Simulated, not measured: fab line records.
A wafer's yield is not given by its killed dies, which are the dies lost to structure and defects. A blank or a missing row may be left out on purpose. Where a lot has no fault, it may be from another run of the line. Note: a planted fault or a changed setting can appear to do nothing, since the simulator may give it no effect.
Comparing a struck lot with a sound one | flow sky130 | 28 out of 708 route steps
Sound: these wafers, L806.2, L806.3, L806.5. Struck: wafers L822.1, L822.5, L822.6. The cause comes at the end.
At each step with rows: each side's tool, then ch and its chambers, then its first start. Under that, the readings that differ: sound wafers | struck wafers | difference of the means | sigmas: that difference in standard deviations of wafers without a fault.
alike: readings with means less than 2 such deviations apart, plus words and numbers identical on both sides. not compared: withheld readings, readings lacking a value on some wafer, bounds such as >300 that could conceal the same value, and numbers that have no deviation in the record and whose values overlap.
Wherever a step has rows on one side only, a row that says differs or no value, or a row with sigmas, the two part there. Numbers that don't overlap but have no deviation are shown without sigmas and don't part them. Lack of a reading on every wafer of one side parts them only where that side has two or more wafers.

first, 5 steps without rows for these wafers: SKY_SONOS_ONO_COAT_08 (resist thk 1140 nm); SKY_SONOS_ONO_SOFTBAKE_09 (time 60 s); SKY_SONOS_ONO_EXPOSE_10 (exposes mask ONOM, target cd 410 nm); SKY_SONOS_ONO_PEB_11; SKY_SONOS_ONO_DEVELOP_12 (develop time 60 s).
SKY_SONOS_ONO_CD_MEAS_13: target cd 410 nm.
  sound on cd_sem-01, day 13 19:48; struck on cd_sem-02, day 19 03:29
  alike: cd_nm
SKY_SONOS_ONO_OVL_MEAS_14:
  sound on overlay-01, day 13 19:55; struck on overlay-01, day 19 03:36
  alike: SONOS_ONO_OVL
SKY_SONOS_ONO_ETCH_15: etches the open film in CHF3/O2, target depth 19.52 nm, time 7.8 s.
  sound on rie_diel-01 ch 0,1,3, day 13 19:56; struck on rie_diel-03 ch 1,2, day 19 03:38
  alike: drypump_motor_current_A, oes_product_au, throttle_valve_pct
  not compared: rf_hours_counter_h
then, 1 step without rows for these wafers: SKY_SONOS_ONO_WET_ETCH_16 (etches SiO2 in dHF, target depth 14 nm, time 280 s).
SKY_SONOS_ONO_STRIP_17: strips in O2/N2.
  sound on plasma_asher-01 ch 0,1, day 13 20:02; struck on plasma_asher-02 ch 0,1, day 19 03:45
  reading                      | sound             | struck            | difference | sigmas
  strip_time_to_endpoint_s (s) | 14.00 14.05 14.06 | 14.11 14.14 14.11 | +0.08      | +2
  alike: drypump_motor_current_A, o2_flow_sccm, oes_product_au
  not compared: rf_hours_counter_h
then, 2 steps without rows for these wafers: SKY_SONOS_ONO_WET_ETCH_18 (etches Si3N4 in H3PO4, target depth 15 nm, time 172 s); SKY_GATE_OXIDE_CLEAN_00 (cleans in SC1/SC2, time 150 s).
SKY_GATE_OXIDE_OXIDATION_01: stabilise 600 s, purge 300 s, target thk 10.268 nm.
  sound on furnace-02 ch 0, day 13 21:13; struck on furnace-01 ch 0, day 19 04:40
  reading                                           | sound             | struck            | difference | sigmas
  ox_temp_c_max                                     | 902.1 901.4 902.3 | 903.7 905.3 904.9 | +2.7       | +3
  model.SiO2_of_GATE_OXIDE_OXIDATION_01.thk_nm (nm) | 10.05 10.3 10.24  | 9.475 9.576 9.575 | -0.655     |
  alike: spike_tc_bottom_C
SKY_GATE_OXIDE_THK_MEAS_02:
  sound on film_metro-02, day 13 22:38; struck on film_metro-01, day 19 06:18
  reading                          | sound             | struck         | difference | sigmas
  GATE_OXIDE_OXIDATION_00_THK (nm) | 10.09 10.27 10.21 | 9.49 9.62 9.58 | -0.63      | -3
  not compared: hold
then, 6 steps without rows for these wafers: SKY_GATE_OXIDE_HMDS_04 (prime time 60 s); SKY_GATE_OXIDE_COAT_05 (resist thk 1140 nm); SKY_GATE_OXIDE_SOFTBAKE_06 (time 60 s); SKY_GATE_OXIDE_EXPOSE_07 (exposes mask LVOM, target cd 600 nm); SKY_GATE_OXIDE_PEB_08; SKY_GATE_OXIDE_DEVELOP_09 (develop time 60 s).
SKY_GATE_OXIDE_OVL_MEAS_10:
  sound on overlay-01, day 15 00:29; struck on overlay-01, day 20 13:08
  alike: GATE_OXIDE_OVL
then, 2 steps without rows for these wafers: SKY_GATE_OXIDE_IMPLANT_11; SKY_GATE_OXIDE_WET_ETCH_12 (etches SiO2 in dHF, target depth 16.8 nm, time 336 s).
SKY_GATE_OXIDE_STRIP_13: strips in O2/N2.
  sound on plasma_asher-03 ch 0,1, day 15 00:46; struck on plasma_asher-03 ch 0,1, day 20 13:25
  alike: drypump_motor_current_A, o2_flow_sccm, oes_product_au, strip_time_to_endpoint_s
  not compared: rf_hours_counter_h
SKY_GATE_OXIDE_TW_MEAS_14:
  sound on film_metro-01, day 15 00:53; struck on film_metro-03, day 20 13:44
  alike: GATE_OXIDE_TW
  not compared: hold
SKY_GATE_OXIDE_OXIDATION_16: stabilise 600 s, purge 300 s, target thk 3.57 nm.
  sound on furnace-02 ch 0, day 15 01:38; struck on furnace-02 ch 0, day 20 17:56
  reading                                           | sound             | struck         | difference | sigmas
  model.SiO2_of_GATE_OXIDE_OXIDATION_01.thk_nm (nm) | 11.43 11.66 11.57 | 10.89 11 10.97 | -0.60      |
  alike: ox_temp_c_max, spike_tc_bottom_C
then, 1 step without rows for these wafers: SKY_POLY_GATE_CVD_00 (deposits poly-Si, target thk 180 nm, time 720 s).
-- a jump in the record: the struck wafers' starts before and after are 29 days apart (it breaks off in module POLY_GATE and resumes in module PAD_OPEN, where the first step shown is number 708 of the route) --
SKY_PAD_OPEN_PROBE_99:
  sound on prober-02, day 46 17:50; struck on prober-01, day 50 04:24
  reading                                | sound               | struck                       | difference | sigmas
  model.etest.nfet_16v.r_on_ohm_um       | 1.463e+04 1.439e+04 | 1.37e+04 1.376e+04 1.366e+04 | -8.03e+02  |
  model.etest.tip_sonos.rs_ohm_sq        | 2760 2754           | 2517 2539 2495               | -240       |
  model.etest.pfet_g5v0d10v5.r_on_ohm_um | 4763 4744           | 4570 4611 4587               | -164       |
  model.etest.nfet_g5v0d10v5.r_on_ohm_um | 1902 1872           | 1816 1815 1792               | -79        |
  model.etest.nfet_g5v0d10v5.drive_ua_um | 601.3 606.8         | 643.7 639.3 642.7            | +37.9      |
  model.etest.nfet_05v0_nvt.drive_ua_um  | 572.5 572.9         | 611.2 610.4 612.3            | +38.6      |
  model.etest.pfet_g5v0d10v5.drive_ua_um | 341.5 348.7         | 362.6 360 359.3              | +15.5      |
  model.etest.nfet_16v.drive_ua_um       | 217.2 219.6         | 237.8 235.5 236.3            | +18.1      |
  alike: killed_at_M0_to_M3, killed_at_M4_up, killed_at_contacts, killed_at_front_end, killed_at_other, killed_dies, killed_open, killed_short

## WHERE THEY PART
At SKY_SONOS_ONO_STRIP_17 first; at SKY_GATE_OXIDE_THK_MEAS_02 last (within this record only). Later steps at which nothing parts them and some readings are alike: SKY_GATE_OXIDE_OVL_MEAS_10, SKY_GATE_OXIDE_STRIP_13, SKY_GATE_OXIDE_TW_MEAS_14, SKY_GATE_OXIDE_OXIDATION_16, SKY_PAD_OPEN_PROBE_99.

WHY: the cause the simulator had injected
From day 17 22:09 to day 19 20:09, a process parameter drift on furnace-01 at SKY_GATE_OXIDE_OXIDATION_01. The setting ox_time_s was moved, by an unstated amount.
